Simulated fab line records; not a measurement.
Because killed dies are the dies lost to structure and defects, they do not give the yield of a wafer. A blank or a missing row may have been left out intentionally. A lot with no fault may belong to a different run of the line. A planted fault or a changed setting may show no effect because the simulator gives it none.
fab line records | flow gf180mcu
[record] lots = 24 wafers = 72 last-day = 34
route steps=602 shown MVPSD@89 HV_LDD@233 CONTACT@303 M3@412
lots that met no fault: taken from a fault-free run of the same line
start-h: hours from the record's first day to the start of the lot's first wafer shown | wait-h: time in hours since the lot's previous step | " unchanged from the row above | L1.1+2: a row that stands for several wafers | - value missing, or start not given | * or withheld: withheld | < > ~ a bound
route shown NAME@n: NAME is a module with steps in the file, n the number in the route of the first one | usual: mean and standard deviation over wafers with no fault | same: alike in all rows | chamber/n: place in a boat | sites: the reading at each site | _std_site: how widely they spread, as a standard deviation | _edge_site: mean of outer sites minus mean of inner sites | radius-mm: for every site, how far away it sits from the centre of the wafer | mask NAME#n: copy n | behind: the most recent tool/chamber to have shaped the wafer | hold: cause of the lot's hold/its duration in hours/its outcome | device: the transistor (n, p or np) that didn't switch | end of line: the same wafers' tests at the end of the route | a step given without rows: its recipe and nothing more | killed: dies lost to structure and defects at the first sort, not the wafer's yield | map: a wafer's dies, marking killed ones x, the rest . and places with no die _
set.NAME: the setting the step ran with; set.NAME@STEP: the setting that earlier step ran with | model.NAME: the simulator's own value behind a step, which no gauge read
one table for each step of the route and one row for each wafer, over a sample of lots
services: a tool's chamber out of use, with start hour (start-h, from the record's first day; less than 0 if before it), hours out, and reason
[[steps]]
[step GF_MVPSD_TW_MEAS_11]
[usual] MVPSD_TW = 556/6.5
// columns lot.wafer tool chamber start-h wait-h MVPSD_TW
L074.2 film-metro-01 - 99.21 0.1 558
L074.3 " - " " 556
L074.6 " - " " 558
L075.1 film-metro-04 - 102.42 0.1 565
L075.5 " - " " 562
L075.6 " - " " 563
L076.4 film-metro-02 - 111.43 0.1 545
L076.5 " - " " 547
L076.6 " - " " 547
L077.1 film-metro-04 - 115.55 0.1 567
L077.3 " - " " 565
L077.5 " - " " 563
L078.2 film-metro-04 - 118.61 0.1 563
L078.5 " - " " 563
L078.6 " - " " 563
L079.1 film-metro-04 - 124.65 0.1 562
L079.2 " - " " 563
L079.3 " - " " 561
L080.2 film-metro-02 - 131.61 0.1 549
L080.4 " - " " 544
L080.5 " - " " 543
L081.2 film-metro-04 - 136.66 0.1 561
L081.3 " - " " 564
L081.4 " - " " 563
L082.2 film-metro-02 - 143.41 0.1 546
L082.5 " - " " 549
L082.6 " - " " 551
L083.1 film-metro-01 - 149.12 0.1 555
L083.3 " - " " 555
L083.6 " - " " 556
L084.2 film-metro-04 - 156.41 0.1 562
L084.3 " - " " 561
L084.4 " - " " 562
L085.1 film-metro-04 - 162.35 0.1 561
L085.2 " - " " 559
L085.6 " - " " 562
L086.1 film-metro-02 - 168.05 0.1 550
L086.3 " - " " 547
L086.6 " - " " 547
L087.1 film-metro-04 - 174.37 0.1 560
L087.2 " - " " 562
L087.6 " - " " 562
L088.2 film-metro-02 - 181.13 0.1 547
L088.5 " - " " 547
L088.6 " - " " 548
L089.3 film-metro-01 - 185.57 0.1 554
L089.4 " - " " 556
L089.6 " - " " 555
L090.2 film-metro-01 - 191.66 0.1 556
L090.3 " - " " 559
L090.4 " - " " 555
L091.1 film-metro-04 - 199.05 0.1 562
L091.4 " - " " 564
L091.6 " - " " 562
L092.1 film-metro-04 - 202.42 0.1 560
L092.3 " - " " 559
L092.6 " - " " 563
L093.2 film-metro-04 - 208.93 0.1 565
L093.5 " - " " 564
L093.6 " - " " 563
L094.2 film-metro-02 - 215.71 0.1 547
L094.3 " - " " 545
L094.6 " - " " 547
L095.2 film-metro-02 - 218.06 0.1 552
L095.3 " - " " 549
L095.4 " - " " 548
L096.3 film-metro-04 - 225.17 0.1 563
L096.4 " - " " 561
L096.5 " - " " 561
L097.1 film-metro-01 - 234.80 0.1 553
L097.3 " - " " 554
L097.4 " - " " 554
[step GF_HV_LDD_THK_MEAS_57]
[recipe] reads = Si3N4_of_HV_LDD_CVD_56
[usual] HV_LDD_CVD_56_THK = 90.1/1
// columns lot.wafer tool chamber start-h wait-h HV_LDD_CVD_56_THK[nm]
L074.2 film-metro-01 - 279.16 0.0 91.0
L074.3 " - " " 90.7
L074.6 " - " " 90.5
L075.1 film-metro-01 - 282.78 0.0 90.9
L075.5 " - " " 91.3
L075.6 " - " " 90.1
L076.4 film-metro-02 - 296.08 0.0 88.9
L076.5 " - " " 88.8
L076.6 " - " " 88.8
L077.1 film-metro-04 - 303.48 0.0 89.4
L077.3 " - " " 88.4
L077.5 " - " " 89.0
L079.1 film-metro-01 - 314.99 0.0 91.8
L079.2 " - " " 92.8
L079.3 " - " " 92.1
L078.2 film-metro-01 - 317.92 0.0 88.0
L078.5 " - " " 88.8
L078.6 " - " " 87.8
L080.2 film-metro-04 - 324.29 0.0 89.6
L080.4 " - " " 89.2
L080.5 " - " " 89.4
L081.2 film-metro-02 - 333.54 0.0 90.0
L081.3 " - " " 89.8
L081.4 " - " " 89.9
L082.2 film-metro-04 - 344.48 0.0 90.2
L082.5 " - " " 91.1
L082.6 " - " " 90.7
L083.1 film-metro-01 - 349.17 0.0 89.9
L083.3 " - " " 90.2
L083.6 " - " " 90.2
L084.2 film-metro-01 - 356.68 0.0 89.3
L084.3 " - " " 89.9
L084.4 " - " " 89.8
L085.1 film-metro-01 - 364.32 0.0 89.7
L085.2 " - " " 89.3
L085.6 " - " " 90.3
L086.1 film-metro-01 - 372.32 0.0 89.1
L086.3 " - " " 89.8
L086.6 " - " " 89.3
L087.1 film-metro-04 - 378.82 0.0 90.3
L087.2 " - " " 90.7
L087.6 " - " " 90.9
L088.2 film-metro-04 - 386.93 0.0 90.4
L088.5 " - " " 90.2
L088.6 " - " " 90.0
L089.3 film-metro-01 - 391.14 0.0 92.2
L089.4 " - " " 92.2
L089.6 " - " " 92.2
L090.2 film-metro-02 - 402.39 0.0 89.3
L090.3 " - " " 89.4
L090.4 " - " " 90.7
L091.1 film-metro-04 - 412.14 0.0 89.8
L091.4 " - " " 89.4
L091.6 " - " " 90.6
L092.1 film-metro-02 - 416.78 0.0 89.2
L092.3 " - " " 89.0
L092.6 " - " " 89.0
L093.2 film-metro-02 - 424.13 0.0 91.4
L093.5 " - " " 90.2
L093.6 " - " " 91.4
L094.2 film-metro-02 - 434.43 0.0 90.3
L094.3 " - " " 90.2
L094.6 " - " " 89.3
L095.2 film-metro-04 - 444.93 0.1 91.6
L095.3 " - " " 91.2
L095.4 " - " " 91.8
L096.3 film-metro-01 - 450.52 0.0 89.4
L096.4 " - " " 90.0
L096.5 " - " " 89.1
L097.1 film-metro-02 - 463.77 0.0 89.7
L097.3 " - " " 89.9
L097.4 " - " " 89.7
[step GF_HV_LDD_ETCHBACK_58]
[recipe] chemistry = CH3F/O2 target = Si3N4 stop-on = SiO2 source-w = 400 bias-w = 80 pressure-mtorr = 25 ch3f-flow-sccm = 40 O2_flow_sccm = 30 time-s = 100 target-depth-a = 900
[usual] O2_flow_sccm = 30.00/0.096 drypump-motor-current-A = 6.0/0.39 oes-product-au = 0.843/0.0075 throttle-valve-pct = 10.561/0.0083
// columns lot.wafer tool chamber start-h wait-h O2_flow_sccm drypump-motor-current-A oes-product-au rf-hours-counter-h throttle-valve-pct
L074.2 rie-diel-04 0 279.21 0.0 30.13 6.0 0.854 89 10.570
L074.3 " 2 " " 29.87 6.3 0.848 3 10.547
L074.6 " 0 " " 29.96 6.0 0.837 - 10.552
L075.1 rie-diel-03 0 282.84 0.1 29.96 6.6 0.843 86 10.555
L075.5 " 0 " " 30.09 6.6 0.843 - 10.558
L075.6 " 3 " " 30.03 5.8 0.839 - 10.568
L076.4 rie-diel-04 2 296.15 0.1 30.10 6.3 0.841 - 10.567
L076.5 " 1 " " 29.83 5.3 0.835 - 10.572
L076.6 " 0 " " 29.79 6.0 0.844 - 10.560
L077.1 rie-diel-01 1 303.54 0.1 29.89 6.1 0.840 8 10.560
L077.3 " 3 " " 29.94 5.6 0.832 41 10.551
L077.5 " 3 " " 30.02 5.6 0.845 - 10.560
L079.1 rie-diel-01 0 315.05 0.1 29.95 5.8 0.858 3 10.585
L079.2 " 3 " " 30.18 5.6 0.855 41 10.566
L079.3 " 1 " " 29.88 6.1 0.850 9 10.562
L078.2 rie-diel-01 3 317.97 0.0 30.04 5.5 0.835 41 10.550
L078.5 " 3 " " 30.00 5.6 0.838 - 10.560
L078.6 " 0 " " 29.96 5.9 0.826 - 10.562
L080.2 rie-diel-01 2 324.34 0.0 30.15 6.4 0.841 3 10.548
L080.4 " 3 " " 29.92 5.6 0.834 41 10.561
L080.5 " 0 " " 30.04 6.0 0.846 - 10.550
L081.2 rie-diel-04 2 333.59 0.0 29.99 6.4 0.847 5 10.566
L081.3 " 1 " " 30.13 5.2 0.840 14 10.563
L081.4 " 0 " " 29.83 6.0 0.845 91 10.565
L082.2 rie-diel-03 0 344.53 0.0 30.05 6.7 0.847 88 10.555
L082.5 " 0 " " 30.04 6.6 0.839 - 10.570
L082.6 " 1 " " 30.08 5.8 0.853 - 10.574
L083.1 rie-diel-04 3 349.23 0.1 29.98 6.3 0.834 1 10.559
L083.3 " 0 " " 29.80 6.0 0.840 91 10.555
L083.6 " 2 " " 30.08 6.3 0.835 - 10.552
L084.2 rie-diel-01 2 356.73 0.0 29.95 6.5 0.840 4 10.575
L084.3 " 3 " " 29.94 5.6 0.846 42 10.566
L084.4 " 1 " " 30.02 6.1 0.841 10 10.543
L085.1 rie-diel-01 2 364.38 0.1 29.91 6.5 0.839 4 10.553
L085.2 " 3 " " 30.15 5.6 0.839 43 10.557
L085.6 " 3 " " 30.15 5.6 0.837 - 10.562
L086.1 rie-diel-04 2 372.38 0.1 29.95 6.3 0.824 6 10.553
L086.3 " 1 " " 30.27 5.3 0.831 15 10.554
L086.6 " 1 " " 30.11 5.2 0.837 - 10.556
L087.1 rie-diel-03 3 378.88 0.1 30.02 5.8 0.843 106 10.552
L087.2 " 1 " " 29.87 5.8 0.844 90 10.556
L087.6 " 2 " " 30.05 6.4 0.844 - 10.556
L088.2 rie-diel-03 0 386.98 0.0 30.00 6.6 0.847 89 10.574
L088.5 " 0 " " 29.92 6.6 0.843 - 10.559
L088.6 " 3 " " 30.02 5.8 0.853 - 10.563
L089.3 rie-diel-01 2 391.18 0.0 29.92 6.5 0.851 5 10.565
L089.4 " 3 " " 29.97 5.6 0.856 43 10.555
L089.6 " 3 " " 30.07 5.6 0.855 - 10.561
L090.2 rie-diel-01 2 402.44 0.0 30.02 6.4 0.837 5 10.557
L090.3 " 3 " " 29.94 5.6 0.837 44 10.562
L090.4 " 1 " " 29.98 6.1 0.849 11 10.563
L091.1 rie-diel-01 1 412.20 0.1 30.02 6.1 0.841 11 10.548
L091.4 " 2 " " 30.06 6.5 0.840 5 10.568
L091.6 " 0 " " 30.15 5.9 0.840 - 10.559
L092.1 rie-diel-04 1 416.84 0.1 29.88 5.2 0.837 17 10.562
L092.3 " 2 " " 29.97 6.3 0.836 7 10.566
L092.6 " 2 " " 29.93 6.3 0.830 - 10.561
L093.2 rie-diel-04 0 424.18 0.0 29.98 6.0 0.850 93 10.566
L093.5 " 0 " " 30.10 6.0 0.849 - 10.561
L093.6 " 1 " " 29.97 5.3 0.849 - 10.582
L094.2 rie-diel-03 1 434.48 0.0 29.95 5.8 0.845 91 10.563
L094.3 " 0 " " 30.04 6.6 0.840 90 10.554
L094.6 " 2 " " 29.99 6.4 0.841 - 10.559
L095.2 rie-diel-04 3 444.98 0.0 30.09 6.2 0.854 4 10.556
L095.3 " 2 " " 29.87 6.3 0.841 7 10.564
L095.4 " 1 " " 29.89 5.3 0.856 17 10.563
L096.3 rie-diel-01 0 450.56 0.0 30.15 5.9 0.828 6 10.561
L096.4 " 3 " " 29.93 5.6 0.843 45 10.555
L096.5 " 0 " " 30.04 5.9 0.831 - 10.570
L097.1 rie-diel-01 0 463.83 0.1 29.98 5.9 0.841 7 10.546
L097.3 " 1 " " 29.91 6.1 0.845 13 10.572
L097.4 " 2 " " 30.01 6.5 0.844 7 10.570
[step GF_CONTACT_ETCH_16]
[recipe] chemistry = N2/H2 target-depth-a = withheld overetch-a = withheld time-s = withheld target = BARC ion-energy-ev = 200 source-w = 500 bias-w = 100 pressure-mtorr = 30 n2-flow-sccm = 100 h2-flow-sccm = 200
[usual] drypump-motor-current-A = 6.0/0.42 oes-product-au = 0.855/0.0048 throttle-valve-pct = 13.226/0.0087
// columns lot.wafer tool chamber start-h wait-h drypump-motor-current-A oes-product-au throttle-valve-pct
L074.2 rie-diel-02 2 364.62 0.0 6.4 0.858 13.229
L074.3 " 0 " " 6.4 0.847 13.225
L074.6 " 3 " " 5.3 0.850 13.217
L075.1 rie-diel-02 2 369.52 0.0 6.4 0.857 13.227
L075.5 " 2 " " 6.4 0.851 13.229
L075.6 " 1 " " 5.9 0.840 13.230
L076.4 rie-diel-01 3 385.78 0.0 5.6 0.856 13.222
L076.5 " 0 " " 5.9 0.859 13.223
L076.6 " 1 " " 6.1 0.855 13.217
L077.1 rie-diel-01 3 393.02 0.0 5.6 0.853 13.227
L077.3 " 1 " " 6.1 0.860 13.224
L077.5 " 2 " " 6.4 0.854 13.212
L079.1 rie-diel-04 1 404.83 0.0 5.2 0.856 13.246
L079.2 " 3 " " 6.3 0.848 13.239
L079.3 " 0 " " 6.0 0.857 13.225
L078.2 rie-diel-02 1 408.77 0.0 5.9 0.856 13.232
L078.5 " 1 " " 5.9 0.855 13.221
L078.6 " 0 " " 6.4 0.857 13.229
L080.2 rie-diel-01 0 415.62 0.0 5.9 0.852 13.216
L080.4 " 3 " " 5.6 0.850 13.226
L080.5 " 2 " " 6.5 0.854 13.243
L081.2 rie-diel-01 1 424.83 0.0 6.1 0.850 13.243
L081.3 " 2 " " 6.5 0.860 13.230
L081.4 " 3 " " 5.6 0.854 13.215
L082.2 rie-diel-04 3 437.58 0.0 6.3 0.854 13.221
L082.5 " 2 " " 6.3 0.856 13.223
L082.6 " 1 " " 5.2 0.850 13.233
L083.1 rie-diel-02 3 445.08 0.0 5.4 0.850 13.233
L083.3 " 1 " " 5.9 0.858 13.232
L083.6 " 0 " " 6.4 0.865 13.217
L084.2 rie-diel-01 3 452.56 0.0 5.6 0.862 13.233
L084.3 " 0 " " 5.9 0.852 13.229
L084.4 " 1 " " 6.1 0.865 13.218
L085.1 rie-diel-04 3 461.41 0.0 6.3 0.859 13.225
L085.2 " 2 " " 6.4 0.859 13.209
L085.6 " 2 " " 6.3 0.857 13.216
L086.1 rie-diel-02 1 468.01 0.0 5.9 0.859 13.230
L086.3 " 3 " " 5.3 0.861 13.229
L086.6 " 3 " " 5.3 0.850 13.225
L087.1 rie-diel-02 2 476.16 0.0 6.4 0.855 13.221
L087.2 " 3 " " 5.4 0.858 13.247
L087.6 " 0 " " 6.4 0.857 13.225
L088.2 rie-diel-04 1 484.98 0.0 5.3 0.854 13.225
L088.5 " 1 " " 5.3 0.855 13.227
L088.6 " 2 " " 6.3 0.852 13.239
L089.3 rie-diel-04 3 491.18 0.0 6.3 0.854 13.236
L089.4 " 0 " " 5.9 0.859 13.216
L089.6 " 0 " " 6.0 0.857 13.236
L090.2 rie-diel-02 2 501.78 0.0 6.4 0.855 13.223
L090.3 " 1 " " 5.9 0.854 13.222
L090.4 " 1 " " 6.0 0.846 13.228
L091.1 rie-diel-01 2 513.08 0.0 6.5 0.861 13.216
L091.4 " 1 " " 6.1 0.855 13.224
L091.6 " 3 " " 5.5 0.855 13.231
L092.1 rie-diel-02 1 517.36 0.0 5.9 0.852 13.224
L092.3 " 2 " " 6.4 0.860 13.225
L092.6 " 3 " " 5.4 0.849 13.224
L093.2 rie-diel-01 0 522.71 0.0 5.9 0.852 13.222
L093.5 " 2 " " 6.5 0.861 13.226
L093.6 " 1 " " 6.1 0.858 13.213
L094.2 rie-diel-04 3 534.01 0.0 6.3 0.852 13.241
L094.3 " 2 " " 6.3 0.851 13.212
L094.6 " 0 " " 5.9 0.854 13.215
L095.2 rie-diel-02 2 542.58 0.0 6.4 0.854 13.230
L095.3 " 3 " " 5.3 0.854 13.211
L095.4 " 0 " " 6.4 0.854 13.222
L096.3 rie-diel-02 1 548.71 0.0 5.9 0.852 13.215
L096.4 " 2 " " 6.4 0.850 13.235
L096.5 " 2 " " 6.4 0.854 13.233
L097.1 rie-diel-01 2 561.31 0.0 6.5 0.852 13.204
L097.3 " 3 " " 5.6 0.845 13.240
L097.4 " 0 " " 5.9 0.859 13.215
[step GF_CONTACT_THK_MEAS_26]
[recipe] thk-meas-gauge = xrf reads = W_of_CONTACT_CVD_24
[usual] CONTACT_W_THK = 326/5.1
// columns lot.wafer tool chamber start-h wait-h CONTACT_W_THK[nm]
L074.2 film-metro-01 - 365.42 0.1 327
L074.3 " - " " 327
L074.6 " - " " 330
L075.1 film-metro-01 - 370.30 0.1 330
L075.5 " - " " 331
L075.6 " - " " 331
L076.4 film-metro-04 - 386.60 0.1 320
L076.5 " - " " 323
L076.6 " - " " 320
L077.1 film-metro-02 - 393.80 0.1 330
L077.3 " - " " 332
L077.5 " - " " 329
L079.1 film-metro-01 - 405.62 0.1 322
L079.2 " - " " 332
L079.3 " - " " 327
L078.2 film-metro-02 - 409.58 0.1 323
L078.5 " - " " 324
L078.6 " - " " 323
L080.2 film-metro-02 - 416.41 0.1 326
L080.4 " - " " 331
L080.5 " - " " 325
L081.2 film-metro-02 - 425.65 0.1 328
L081.3 " - " " 327
L081.4 " - " " 327
L082.2 film-metro-02 - 438.37 0.1 335
L082.5 " - " " 327
L082.6 " - " " 335
L083.1 film-metro-02 - 445.88 0.1 331
L083.3 " - " " 331
L083.6 " - " " 328
L084.2 film-metro-04 - 453.38 0.1 324
L084.3 " - " " 322
L084.4 " - " " 328
L085.1 film-metro-04 - 462.20 0.1 314
L085.2 " - " " 322
L085.6 " - " " 317
L086.1 film-metro-02 - 468.81 0.1 328
L086.3 " - " " 323
L086.6 " - " " 324
L087.1 film-metro-04 - 476.95 0.1 316
L087.2 " - " " 321
L087.6 " - " " 321
L088.2 film-metro-01 - 485.79 0.1 332
L088.5 " - " " 332
L088.6 " - " " 326
L089.3 film-metro-04 - 491.98 0.1 326
L089.4 " - " " 321
L089.6 " - " " 322
L090.2 film-metro-01 - 502.58 0.1 334
L090.3 " - " " 324
L090.4 " - " " 334
L091.1 film-metro-01 - 513.87 0.1 329
L091.4 " - " " 332
L091.6 " - " " 333
L092.1 film-metro-01 - 518.15 0.1 336
L092.3 " - " " 331
L092.6 " - " " 336
L093.2 film-metro-04 - 523.50 0.1 318
L093.5 " - " " 325
L093.6 " - " " 320
L094.2 film-metro-01 - 534.81 0.1 327
L094.3 " - " " 328
L094.6 " - " " 332
L095.2 film-metro-04 - 543.38 0.1 325
L095.3 " - " " 321
L095.4 " - " " 326
L096.3 film-metro-04 - 549.51 0.1 322
L096.4 " - " " 319
L096.5 " - " " 321
L097.1 film-metro-01 - 562.11 0.1 329
L097.3 " - " " 327
L097.4 " - " " 327
[step GF_M3_SPUTTER_03]
[recipe] material = Ti target-thk-nm = 10 substrate-temp-c = 300 chamber-pressure-pa = 0.3 power-w = 3000 time-s = 6.7
[usual] throttle-valve-pct = 30.4/1
// columns lot.wafer tool chamber start-h wait-h throttle-valve-pct
L074.2 pvd-sputter-01 - 465.71 0.0 31.5
L074.3 " - " " 30.7
L074.6 " - " " 30.3
L075.1 pvd-sputter-01 - 471.36 0.0 31.5
L075.5 " - " " 31.4
L075.6 " - " " 29.4
L076.4 pvd-sputter-03 - 489.69 0.0 29.7
L076.5 " - " " 30.7
L076.6 " - " " 30.1
L077.1 pvd-sputter-01 - 497.43 0.0 31.0
L077.3 " - " " 29.0
L077.5 " - " " 30.5
L079.1 pvd-sputter-03 - 508.91 0.0 31.1
L079.2 " - " " 29.9
L079.3 " - " " 30.5
L078.2 pvd-sputter-01 - 512.80 0.0 30.3
L078.5 " - " " 30.3
L078.6 " - " " 30.6
L080.2 pvd-sputter-03 - 520.62 0.0 30.8
L080.4 " - " " 29.8
L080.5 " - " " 30.5
L081.2 pvd-sputter-04 - 529.75 0.0 29.6
L081.3 " - " " 28.0
L081.4 " - " " 31.5
L082.2 pvd-sputter-03 - 542.08 0.0 29.6
L082.5 " - " " 30.1
L082.6 " - " " 30.4
L083.1 pvd-sputter-03 - 548.58 0.0 30.5
L083.3 " - " " 30.9
L083.6 " - " " 30.7
L084.2 pvd-sputter-04 - 556.45 0.0 31.5
L084.3 " - " " 32.3
L084.4 " - " " 27.7
L085.1 pvd-sputter-01 - 563.66 0.0 30.9
L085.2 " - " " 29.1
L085.6 " - " " 31.3
L086.1 pvd-sputter-04 - 570.70 0.0 32.3
L086.3 " - " " 28.3
L086.6 " - " " 32.3
L087.1 pvd-sputter-01 - 576.23 0.0 30.8
L087.2 " - " " 29.1
L087.6 " - " " 30.9
L088.2 pvd-sputter-03 - 582.88 0.0 31.1
L088.5 " - " " 30.9
L088.6 " - " " 30.6
L089.3 pvd-sputter-04 - 590.73 0.0 31.3
L089.4 " - " " 29.5
L089.6 " - " " 29.6
L090.2 pvd-sputter-03 - 600.58 0.0 29.8
L090.3 " - " " 31.1
L090.4 " - " " 30.1
L091.1 pvd-sputter-04 - 609.40 0.0 29.3
L091.4 " - " " 32.5
L091.6 " - " " 31.5
L092.1 pvd-sputter-03 - 614.61 0.0 30.4
L092.3 " - " " 31.1
L092.6 " - " " 29.6
L093.2 pvd-sputter-01 - 618.86 0.0 30.5
L093.5 " - " " 30.4
L093.6 " - " " 28.8
L094.2 pvd-sputter-01 - 626.73 0.0 29.1
L094.3 " - " " 30.3
L094.6 " - " " 30.3
L095.2 pvd-sputter-04 - 636.38 0.0 32.1
L095.3 " - " " 29.4
L095.4 " - " " 31.5
L096.3 pvd-sputter-03 - 640.80 0.0 30.9
L096.4 " - " " 30.6
L096.5 " - " " 29.8
L097.1 pvd-sputter-01 - 650.64 0.0 31.5
L097.3 " - " " 30.2
L097.4 " - " " 29.1
[[services]]
// columns tool chamber start-h hours kind
rie-diel-04 3 262.73 9.4 repair
rie-diel-02 1 263.49 11.4 repair
rie-diel-04 0 271.28 5.5 repair
pvd-sputter-01 - 307.20 1.7 repair
rie-diel-04 0 310.98 9.0 repair
rie-diel-04 0 330.99 1.3 repair
pvd-sputter-03 - 337.77 2.6 repair
rie-diel-02 1 359.73 7.1 repair
rie-diel-04 2 403.17 4.5 repair
rie-diel-02 - 406.20 1.6 repair
pvd-sputter-03 - 467.58 21.1 repair
rie-diel-02 0 486.22 15.6 repair
pvd-sputter-03 - 521.49 2.5 repair
rie-diel-04 1 522.36 5.2 repair
rie-diel-02 0 530.14 7.7 repair
rie-diel-01 - 536.48 2.8 pm
rie-diel-02 1 538.83 3.5 repair
rie-diel-02 - 556.08 14.6 pm
rie-diel-02 3 570.97 18.2 repair
rie-diel-04 1 596.08 4.1 repair
rie-diel-04 - 597.62 14.6 pm
rie-diel-04 3 628.05 5.5 repair
rie-diel-02 - 637.13 0.1 repair
rie-diel-04 3 644.78 4.0 repair
[[key]]
fault none
